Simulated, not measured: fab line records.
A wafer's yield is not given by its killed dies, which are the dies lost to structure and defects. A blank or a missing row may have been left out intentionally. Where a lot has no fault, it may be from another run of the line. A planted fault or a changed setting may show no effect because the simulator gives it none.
One fault seen from 2 desks :: flow sky130 :: numbers are kept per desk, each desk with only its own; the story behind them comes last

== AT THE METROLOGY DESK ==
Lot by lot, what the gauges showed, no matter which tool ran the lot: averages of those sampled wafers that carry a number. Marked OUT: a lot whose mean sits more than 4 standard deviations from the usual mean, which makes it out of limits; the brackets give that distance.
Columns: A = PWDE_RS at SKY_NWELL_RS_MEAS_31, usual 5278 ohm/sq
lot: L623
first seen here: day 5 09:23
A: 5287

lot: L624
first seen here: day 5 17:13
A: 5281

lot: L627
first seen here: day 6 09:14
A: 5252

lot: L628
first seen here: day 6 16:29
A: 5277

lot: L629
first seen here: day 6 16:52
A: 5283

lot: L634
first seen here: day 8 00:39
A: 5241

lot: L636
first seen here: day 8 12:28
A: 5209 (-4.6) OUT

lot: L638
first seen here: day 9 16:41
A: 5219

lot: L640
first seen here: day 9 20:18
A: 5288

lot: L643
first seen here: day 10 07:51
A: 5280

lot: L644
first seen here: day 10 15:36
A: 5309
This desk's finding: out of limits on L636; first on L636, day 8 12:28 (PWDE_RS at SKY_NWELL_RS_MEAS_31). In limits: L623, L624, L627, L628, L629, L634, L638, L640, L643, L644.

== AT THE TOOL OWNER'S DESK: implanter-03 ==
SKY_PWDE_IMPLANT_08, tool's own readings: per-lot mean of the sampled wafers with a number, covering each lot this tool ran. Marked OUT: a lot whose mean sits more than 4 standard deviations from the usual mean, which makes it out of limits; the brackets give that distance.
Columns: A = beam_energy_keV at SKY_PWDE_IMPLANT_08, usual 150.00
lot: L624
first seen here: day 4 05:18
A: 150.00

lot: L629
first seen here: day 5 02:58
A: 150.09

lot: L634
first seen here: day 6 07:36
A: 182.49 (+99 or more) OUT

lot: L636
first seen here: day 6 18:47
A: 182.51 (+99 or more) OUT

lot: L638
first seen here: day 7 21:14
A: 182.49 (+99 or more) OUT
This desk finds L634, L636, L638 out of limits, L634 being first, at day 6 07:36 (beam_energy_keV at SKY_PWDE_IMPLANT_08). In limits: L624, L629.

== TAKEN TOGETHER ==
An alarm could have come from the tool owner's desk at day 6 07:36, on L634, L636, L638.
At day 8 12:28 the metrology desk could have sounded an alarm, on L636.
The metrology desk has L634, L638 on record, within its limits.
The lots listed all ran SKY_PWDE_IMPLANT_08 on implanter-03.

== WHAT THE SIMULATOR HAD INSERTED ==
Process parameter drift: implanter-03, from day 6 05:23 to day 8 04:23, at SKY_PWDE_IMPLANT_08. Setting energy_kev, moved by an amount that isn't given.
Struck lots among those shown: L634, L636, L638.
Hours from the fault's start to each desk's first reading out of limits: the tool owner's desk, 2; the metrology desk, 55.
